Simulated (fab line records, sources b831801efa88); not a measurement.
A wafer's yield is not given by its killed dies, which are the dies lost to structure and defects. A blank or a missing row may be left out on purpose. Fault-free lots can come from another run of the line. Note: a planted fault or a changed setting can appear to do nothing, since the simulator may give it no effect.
The tool behind it: which one? ; flow sky130 ; Sampling: 10 lots, 30 wafers, 4 of 708 route steps

== WHAT THE GAUGES SHOWED, per wafer ==
SKY_VIA4_RS_MEAS_19: uses a four-point probe to measure.
lot;measured;on;VIA4_W_RS (ohm/sq)
L566;day 43 06:13;film-metro-02;0.230 0.236 0.231
L567;day 43 07:37;film-metro-02;0.232 0.229 0.234
L569;day 43 21:31;film-metro-04;0.220 0.220 0.220
L572;day 45 02:38;film-metro-04;0.228 0.231 0.233
L573;day 45 05:59;film-metro-03;0.228 0.220 0.230
L577;day 46 01:17;film-metro-02;0.226 0.221 0.228
L580;day 47 00:10;film-metro-02;0.221 0.133 0.137
L581;day 47 01:56;film-metro-04;0.132 0.230 0.137
L583;day 47 09:36;film-metro-04;0.232 0.230 0.232
L589;day 48 21:36;film-metro-04;0.232 0.231 0.230

== WHAT TOOL EACH LOT RAN ON (gives the tool, then ch and the chambers of the sampled wafers, and finally the start) ==
lot;SKY_METAL3_STRIP_19;SKY_VIA3_ETCH_15;SKY_VIA4_CVD_18
L566;plasma-asher-03 ch 1, day 38 22:01;rie-diel-02 ch 0,1,2, day 40 00:32;cvd-w-01 ch 0,1, day 43 06:03
L567;plasma-asher-01 ch 0,1, day 38 23:49;rie-diel-01 ch 1,2, day 40 02:29;cvd-w-01 ch 0,1, day 43 07:26
L569;plasma-asher-03 ch 1, day 39 18:53;rie-diel-03 ch 0,1,3, day 40 20:23;cvd-w-02 ch 0, day 43 21:20
L572;plasma-asher-01 ch 0,1, day 40 23:13;rie-diel-01 ch 0,1, day 42 01:11;cvd-w-01 ch 0,1, day 45 02:29
L573;plasma-asher-01 ch 0,1, day 41 01:44;rie-diel-03 ch 0,1,2, day 42 03:41;cvd-w-02 ch 0,1, day 45 05:49
L577;plasma-asher-01 ch 0,1, day 41 23:43;rie-diel-02 ch 0,3, day 43 01:29;cvd-w-02 ch 0,1, day 46 01:07
L580;plasma-asher-01 ch 0,1, day 43 02:56;rie-diel-02 ch 0,2,3, day 44 02:53;cvd-w-02 ch 0,1, day 46 23:59
L581;plasma-asher-04 ch 0,1, day 43 04:26;rie-diel-01 ch 2,3, day 44 04:17;cvd-w-02 ch 0,1, day 47 01:47
L583;plasma-asher-04 ch 1, day 43 12:59;rie-diel-01 ch 0,1, day 44 12:44;cvd-w-01 ch 0,1, day 47 09:27
L589;plasma-asher-01 ch 0,1, day 45 06:40;rie-diel-03 ch 0,1,2, day 46 05:42;cvd-w-01 ch 0,1, day 48 21:27
- SKY_METAL3_STRIP_19: strips in O2/N2.
- SKY_VIA3_ETCH_15: etches SiO2 in C4F8/O2/Ar, stops on TiN, target depth 507 nm, time 78 s.
- SKY_VIA4_CVD_18: deposits W, target thk 505 nm, time 152.14 s.

== THE ANSWER, worked out from the rows above alone ==
Rule: the usual values come from the lots themselves. The widest of any qualifying gaps counts: lots, ordered by their means at a reading, are off when they make up no more than a third of the lots, leave a main group of 4 or more, and stand apart from it by 3 or more times the standard deviation of that group's means. The tables above print the reading to a certain number of digits; a main group whose means all agree to those digits is not used. Also off: a lot with no number at a reading for which 4 or more lots have one. The other lots that the step has rows for count as sound.
Off: L580, L581, at SKY_VIA4_RS_MEAS_19 (VIA4_W_RS). The main group: mean 0.229 ohm/sq, standard deviation 0.0041.
A tool fits if, at a process step before that reading, it ran every lot that is off, and no sound lot after the first of them. Gauges at SKY_VIA4_RS_MEAS_19: tried the same way as those tools. One fits: SKY_VIA4_CVD_18 on cvd-w-02. A fault onset in the window from L577 (day 46 01:07, its last sound lot) to L580 (day 46 23:59, its first lot off) fits.

== WHAT HAD BEEN PUT IN BY THE SIMULATOR ==
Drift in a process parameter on cvd-w-02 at SKY_VIA4_CVD_18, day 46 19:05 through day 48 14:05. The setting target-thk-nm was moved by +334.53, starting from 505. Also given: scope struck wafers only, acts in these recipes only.
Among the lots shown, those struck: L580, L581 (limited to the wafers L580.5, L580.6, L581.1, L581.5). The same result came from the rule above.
